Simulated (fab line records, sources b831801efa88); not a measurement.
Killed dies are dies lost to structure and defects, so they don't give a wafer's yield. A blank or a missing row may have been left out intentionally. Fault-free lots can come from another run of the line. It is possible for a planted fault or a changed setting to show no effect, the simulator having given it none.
fab line records ; flow sky130
record lots=13; wafers=37; last_day=50
route steps=708 shown FIELD_ISO@1 VT_ADJUST_NCORE@127 VT_ADJUST_PCH@151 LOCAL_INTERCONNECT@400
lots that met no fault: from a run of the same line without faults
start_h: hours from the record's first day to the start of the lot's first wafer shown ; wait_h: hours since the lot's step before ; " unchanged from the row above ; L1.1+2: several wafers, shown together as one row ; - no value, or no start given ; * or withheld: withheld ; < > ~ a bound
route shown NAME@n: NAME is a module with steps in the file, n the number in the route of the first one ; usual: the fault-free wafers' mean and standard deviation ; same: alike in all rows ; chamber/n: place in a boat ; sites: readings site by site ; _std_site: standard deviation across them ; _edge_site: the outer-site mean with the inner-site mean subtracted ; radius_mm: how far each site lies from the wafer's centre ; mask NAME#n: copy n ; behind: the most recent tool/chamber to have shaped the wafer ; hold: what put the lot on hold/how long, in hours/how the hold closed ; device: transistor that didn't switch, given as n, p or np ; end of line: at the end of the route, the tests of the same wafers ; for a step that has no rows: nothing shown but its recipe ; killed: dies lost to structure and defects at the first sort, not the wafer's yield ; map: dies across one wafer; x = killed, . = not, _ = none there
set.NAME: the setting that was run; set.NAME@STEP: the one run at that earlier step ; model.NAME: the simulator's own value behind a step, which no gauge read
one table for each step of the route and one row for each wafer, over a sample of lots
services: a tool's chamber out of use, with start hour (start_h, from the record's first day; less than 0 if before it), hours out, and reason
## steps
# step SKY_FIELD_ISO_BOW_MEAS_00
# recipe mode=bow
# usual INCOMING_BOW=0/6.7
lot.wafer;tool;chamber;start_h;wait_h;INCOMING_BOW[um]
L308.2;film_metro-03;-;20.02;-;0
L308.3;film_metro-03;-;20.02;-;-2
L308.4;film_metro-03;-;20.02;-;-1
L309.1;film_metro-02;-;25.00;-;4
L309.3;film_metro-02;-;25.00;-;-4
L309.5;film_metro-02;-;25.00;-;18
L310.2;film_metro-02;-;30.02;-;-7
L310.5;film_metro-02;-;30.02;-;8
L310.6;film_metro-02;-;30.02;-;-5
L311.4;film_metro-03;-;35.06;-;-13
L311.5;film_metro-03;-;35.06;-;5
L311.6;film_metro-03;-;35.06;-;-1
L316.4;film_metro-03;-;60.06;-;7
L316.5;film_metro-03;-;60.06;-;8
L317.4;film_metro-02;-;65.06;-;-14
L317.5;film_metro-02;-;65.06;-;-7
L321.2;film_metro-02;-;85.02;-;-9
L321.5;film_metro-02;-;85.02;-;4
L321.6;film_metro-02;-;85.02;-;5
L322.2;film_metro-01;-;90.02;-;1
L322.3;film_metro-01;-;90.02;-;1
L322.5;film_metro-01;-;90.02;-;4
L324.1;film_metro-02;-;100.00;-;-2
L324.2;film_metro-02;-;100.00;-;3
L324.4;film_metro-02;-;100.00;-;-2
L325.1;film_metro-01;-;105.00;-;-1
L325.5;film_metro-01;-;105.00;-;3
L325.6;film_metro-01;-;105.00;-;-1
L327.1;film_metro-01;-;115.00;-;10
L327.4;film_metro-01;-;115.00;-;-1
L327.5;film_metro-01;-;115.00;-;-3
L328.2;film_metro-02;-;120.02;-;-5
L328.3;film_metro-02;-;120.02;-;-4
L328.6;film_metro-02;-;120.02;-;-5
L329.1;film_metro-02;-;125.00;-;-6
L329.3;film_metro-02;-;125.00;-;-2
L329.6;film_metro-02;-;125.00;-;8
# step SKY_VT_ADJUST_NCORE_OVL_MEAS_08
# usual VT_ADJUST_NCORE_OVL=-1.3/1.6
lot.wafer;tool;chamber;start_h;wait_h;VT_ADJUST_NCORE_OVL[nm]
L308.2;overlay-02;-;198.30;0.1;-2.1
L308.3;overlay-02;-;198.30;0.1;-0.7
L308.4;overlay-02;-;198.30;0.1;-1.0
L309.1;overlay-02;-;208.88;0.1;-0.7
L309.3;overlay-02;-;208.88;0.1;-0.1
L309.5;overlay-02;-;208.88;0.1;0.1
L310.2;overlay-01;-;210.79;0.1;-2.8
L310.5;overlay-01;-;210.79;0.1;-1.3
L310.6;overlay-01;-;210.79;0.1;-3.0
L311.4;overlay-01;-;220.75;0.1;-1.8
L311.5;overlay-01;-;220.75;0.1;-3.4
L311.6;overlay-01;-;220.75;0.1;-1.1
L316.4;overlay-02;-;256.45;0.1;0.2
L316.5;overlay-02;-;256.45;0.1;-0.4
L317.4;overlay-01;-;262.15;0.1;-1.0
L317.5;overlay-01;-;262.15;0.1;-0.4
L321.2;overlay-02;-;283.24;0.1;-1.8
L321.5;overlay-02;-;283.24;0.1;-0.1
L321.6;overlay-02;-;283.24;0.1;-2.0
L322.2;overlay-02;-;290.99;0.1;-2.9
L322.3;overlay-02;-;290.99;0.1;-2.8
L322.5;overlay-02;-;290.99;0.1;-1.4
L324.1;overlay-01;-;300.35;0.1;-4.9
L324.2;overlay-01;-;300.35;0.1;-5.6
L324.4;overlay-01;-;300.35;0.1;-5.3
L325.1;overlay-02;-;309.09;0.1;-2.0
L325.5;overlay-02;-;309.09;0.1;-0.4
L325.6;overlay-02;-;309.09;0.1;-0.9
L327.1;overlay-02;-;321.98;0.1;-1.8
L327.4;overlay-02;-;321.98;0.1;-4.1
L327.5;overlay-02;-;321.98;0.1;-1.9
L328.2;overlay-01;-;329.35;0.1;-0.4
L328.3;overlay-01;-;329.35;0.1;0.2
L328.6;overlay-01;-;329.35;0.1;-0.1
L329.1;overlay-02;-;336.09;0.1;-0.5
L329.3;overlay-02;-;336.09;0.1;-0.3
L329.6;overlay-02;-;336.09;0.1;0.2
# step SKY_VT_ADJUST_PCH_IMPLANT_08
# recipe species=B; energy_kev=10; dose_cm2=5e+11; tilt_deg=withheld
# usual end_station_pressure_torr=5e-06/2.7e-07
# same implant_ion_amu=11
lot.wafer;tool;chamber;start_h;wait_h;end_station_pressure_torr
L308.2;implanter-03;0;243.60;0.0;5.12e-06
L308.3;implanter-03;0;243.60;0.0;4.86e-06
L308.4;implanter-03;0;243.60;0.0;4.66e-06
L309.1;implanter-02;0;253.05;0.0;4.86e-06
L309.3;implanter-02;0;253.05;0.0;4.97e-06
L309.5;implanter-02;0;253.05;0.0;4.94e-06
L310.2;implanter-04;0;256.14;0.0;4.99e-06
L310.5;implanter-04;0;256.14;0.0;5.27e-06
L310.6;implanter-04;0;256.14;0.0;5.29e-06
L311.4;implanter-03;0;264.89;0.1;5.28e-06
L311.5;implanter-03;0;264.89;0.1;4.91e-06
L311.6;implanter-03;0;264.89;0.1;4.38e-06
L316.4;implanter-03;0;303.30;0.1;4.99e-06
L316.5;implanter-03;0;303.30;0.1;4.95e-06
L317.4;implanter-03;0;309.35;0.1;5.35e-06
L317.5;implanter-03;0;309.35;0.1;5.15e-06
L321.2;implanter-04;0;334.39;0.0;5.3e-06
L321.5;implanter-04;0;334.39;0.0;4.91e-06
L321.6;implanter-04;0;334.39;0.0;5.29e-06
L322.2;implanter-04;0;343.75;0.0;5.15e-06
L322.3;implanter-04;0;343.75;0.0;5.01e-06
L322.5;implanter-04;0;343.75;0.0;4.77e-06
L324.1;implanter-02;0;354.57;0.0;5.04e-06
L324.2;implanter-02;0;354.57;0.0;4.74e-06
L324.4;implanter-02;0;354.57;0.0;4.94e-06
L325.1;implanter-02;0;363.32;0.0;4.76e-06
L325.5;implanter-02;0;363.32;0.0;4.56e-06
L325.6;implanter-02;0;363.32;0.0;5.36e-06
L327.1;implanter-02;0;377.32;0.0;5e-06
L327.4;implanter-02;0;377.32;0.0;4.9e-06
L327.5;implanter-02;0;377.32;0.0;5.33e-06
L328.2;implanter-04;0;384.70;0.0;4.73e-06
L328.3;implanter-04;0;384.70;0.0;5.15e-06
L328.6;implanter-04;0;384.70;0.0;5.03e-06
L329.1;implanter-02;0;391.15;0.0;5.04e-06
L329.3;implanter-02;0;391.15;0.0;4.78e-06
L329.6;implanter-02;0;391.15;0.0;5.19e-06
# step SKY_VT_ADJUST_PCH_TW_MEAS_10
# usual VT_ADJUST_PCH_TW=143.6/0.74
lot.wafer;tool;chamber;start_h;wait_h;VT_ADJUST_PCH_TW
L308.2;film_metro-01;-;243.83;0.1;143.9
L308.3;film_metro-01;-;243.83;0.1;143.8
L308.4;film_metro-01;-;243.83;0.1;143.6
L309.1;film_metro-04;-;253.30;0.1;144.1
L309.3;film_metro-04;-;253.30;0.1;144.0
L309.5;film_metro-04;-;253.30;0.1;143.9
L310.2;film_metro-02;-;256.37;0.1;143.4
L310.5;film_metro-02;-;256.37;0.1;143.2
L310.6;film_metro-02;-;256.37;0.1;143.8
L311.4;film_metro-01;-;265.09;0.1;142.6
L311.5;film_metro-01;-;265.09;0.1;143.0
L311.6;film_metro-01;-;265.09;0.1;142.6
L316.4;film_metro-01;-;303.50;0.1;141.2
L316.5;film_metro-01;-;303.50;0.1;143.5
L317.4;film_metro-04;-;309.55;0.1;140.9
L317.5;film_metro-04;-;309.55;0.1;143.9
L321.2;film_metro-04;-;334.62;0.1;144.4
L321.5;film_metro-04;-;334.62;0.1;144.5
L321.6;film_metro-04;-;334.62;0.1;144.7
L322.2;film_metro-02;-;344.02;0.1;144.0
L322.3;film_metro-02;-;344.02;0.1;143.3
L322.5;film_metro-02;-;344.02;0.1;143.0
L324.1;film_metro-01;-;354.82;0.1;143.6
L324.2;film_metro-01;-;354.82;0.1;144.0
L324.4;film_metro-01;-;354.82;0.1;144.0
L325.1;film_metro-02;-;363.57;0.1;142.2
L325.5;film_metro-02;-;363.57;0.1;143.1
L325.6;film_metro-02;-;363.57;0.1;142.6
L327.1;film_metro-01;-;377.57;0.1;142.7
L327.4;film_metro-01;-;377.57;0.1;143.4
L327.5;film_metro-01;-;377.57;0.1;143.6
L328.2;film_metro-04;-;384.93;0.1;145.6
L328.3;film_metro-04;-;384.93;0.1;145.8
L328.6;film_metro-04;-;384.93;0.1;145.5
L329.1;film_metro-02;-;391.40;0.1;142.2
L329.3;film_metro-02;-;391.40;0.1;142.3
L329.6;film_metro-02;-;391.40;0.1;143.6
# step SKY_LOCAL_INTERCONNECT_ETCH_13
# recipe chemistry=N2/H2; target=BARC; ion_energy_ev=200; bias_w=100; pressure_mtorr=30; n2_flow_sccm=100; h2_flow_sccm=200; icp_w=500; stop_on=SiO2; time_s=45.9; target_depth_a=600
# usual drypump_motor_current_A=5.7/0.63; he_backside_leak_sccm=3.42/0.29; oes_product_au=0.854/0.0044; throttle_valve_pct=13.225/0.0092
# same time_s=45.9
lot.wafer;tool;chamber;start_h;wait_h;drypump_motor_current_A;he_backside_leak_sccm;oes_product_au;rf_hours_counter_h;throttle_valve_pct
L308.2;rie_metal-02;0;729.99;0.0;5.4;3.15;0.858;6;13.229
L308.3;rie_metal-02;1;729.99;0.0;6.4;3.36;0.849;-;13.215
L308.4;rie_metal-02;0;729.99;0.0;5.4;3.15;0.855;-;13.212
L309.1;rie_metal-02;1;737.72;0.0;6.4;3.45;0.849;15;13.230
L309.3;rie_metal-02;1;737.72;0.0;6.4;3.27;0.849;-;13.234
L309.5;rie_metal-02;0;737.72;0.0;5.3;3.35;0.863;-;13.212
L310.2;rie_metal-02;0;740.33;0.0;5.4;3.14;0.851;7;13.231
L310.5;rie_metal-02;1;740.33;0.0;6.4;3.38;0.847;-;13.233
L310.6;rie_metal-02;0;740.33;0.0;5.3;3.18;0.850;-;13.220
L311.4;rie_metal-04;0;745.27;0.0;4.7;3.45;0.847;-;13.232
L311.5;rie_metal-04;1;745.27;0.0;5.8;3.81;0.862;-;13.218
L311.6;rie_metal-04;0;745.27;0.0;4.7;3.45;0.853;-;13.228
L316.4;rie_metal-04;0;795.50;0.0;4.6;3.45;0.852;-;13.237
L316.5;rie_metal-04;1;795.50;0.0;5.9;3.74;0.856;-;13.230
L317.4;rie_metal-03;0;802.44;0.0;6.4;3.56;0.850;-;13.238
L317.5;rie_metal-03;0;802.44;0.0;6.4;5.68;0.854;-;13.217
L321.2;rie_metal-04;1;822.53;0.0;5.8;3.61;0.854;7;13.218
L321.5;rie_metal-04;1;822.53;0.0;5.9;3.64;0.853;-;13.213
L321.6;rie_metal-04;0;822.53;0.0;4.7;3.45;0.855;-;13.220
L322.2;rie_metal-02;0;832.27;0.0;5.3;3.11;0.857;11;13.222
L322.3;rie_metal-02;1;832.27;0.0;6.4;3.56;0.858;-;13.219
L322.5;rie_metal-02;1;832.27;0.0;6.4;3.44;0.851;-;13.234
L324.1;rie_metal-03;0;841.53;0.0;6.4;3.75;0.858;4;13.220
L324.2;rie_metal-03;1;841.53;0.0;6.1;3.08;0.856;11;13.225
L324.4;rie_metal-03;1;841.53;0.0;6.1;3.30;0.856;-;13.207
L325.1;rie_metal-04;0;843.98;0.0;4.7;3.38;0.859;5;13.236
L325.5;rie_metal-04;1;843.98;0.0;5.9;3.74;0.853;-;13.231
L325.6;rie_metal-04;0;843.98;0.0;4.7;3.34;0.856;-;13.213
L327.1;rie_metal-02;1;859.23;0.0;6.4;3.49;0.854;2;13.222
L327.4;rie_metal-02;0;859.23;0.0;5.3;3.37;0.863;-;13.229
L327.5;rie_metal-02;1;859.23;0.0;6.4;3.49;0.858;-;13.222
L328.2;rie_metal-03;1;860.18;0.0;6.1;3.38;0.856;12;13.221
L328.3;rie_metal-03;0;860.18;0.0;6.4;3.62;0.853;-;13.212
L328.6;rie_metal-03;0;860.18;0.0;6.4;3.41;0.852;-;13.217
L329.1;rie_metal-04;1;872.14;0.0;5.8;3.32;0.858;9;13.254
L329.3;rie_metal-04;1;872.14;0.0;5.9;3.46;0.863;-;13.225
L329.6;rie_metal-04;1;872.14;0.0;5.8;3.25;0.851;-;13.223
## services
tool;chamber;start_h;hours;kind
implanter-04;-;246.70;5.2;repair
implanter-04;-;257.29;1.5;repair
rie_metal-02;1;332.68;17.2;repair
implanter-02;-;337.54;4.0;pm
implanter-02;-;368.67;5.6;pm
implanter-02;-;391.72;1.5;repair
implanter-02;-;432.72;0.6;repair
implanter-04;-;434.21;3.2;repair
implanter-04;-;453.14;8.6;repair
rie_metal-04;1;483.21;4.2;repair
implanter-02;-;519.79;8.5;repair
rie_metal-04;0;529.90;2.1;repair
rie_metal-04;-;540.07;2.8;pm
rie_metal-02;1;574.22;3.8;repair
rie_metal-02;-;608.11;0.5;repair
rie_metal-02;-;665.50;2.8;pm
rie_metal-02;-;672.32;1.4;pm
implanter-02;-;672.45;1.7;repair
implanter-02;-;771.11;4.1;repair
implanter-02;-;809.46;2.1;repair
implanter-02;-;826.54;3.0;pm
implanter-02;-;831.24;6.6;repair
implanter-02;-;839.46;1.9;repair
rie_metal-04;-;869.38;0.2;repair
## key
first_sign step=SKY_VT_ADJUST_PCH_TW_MEAS_10; reading=VT_ADJUST_PCH_TW; direction=down; sigmas=3.5; usual=143.6; struck=141.0
effect none on later readings
met_at SKY_VT_ADJUST_PCH_IMPLANT_08
struck_lots L316,L317
struck_wafers L316.4,L317.4
tester_left_out L316,L317
not_acting_at SKY_FIELD_ISO_BOW_MEAS_00,SKY_VT_ADJUST_NCORE_OVL_MEAS_08,SKY_LOCAL_INTERCONNECT_ETCH_13
onset_between 264.89 303.30
fault kind=process_parameter_drift; tool=implanter-03; chamber=-; onset_h=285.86; steps=SKY_VT_ADJUST_PCH_IMPLANT_08; channel=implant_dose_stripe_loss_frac; offset=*; shape=step; end_h=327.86; scope=struck_wafers_only
# tester_left_out: of these lots the tester's yield and bins aren't shown, on N5 and GAA mostly nor the transistor test; their killed dies are dies lost to structure and defects alone, not to doping, threshold or leakage, so they don't give the yield
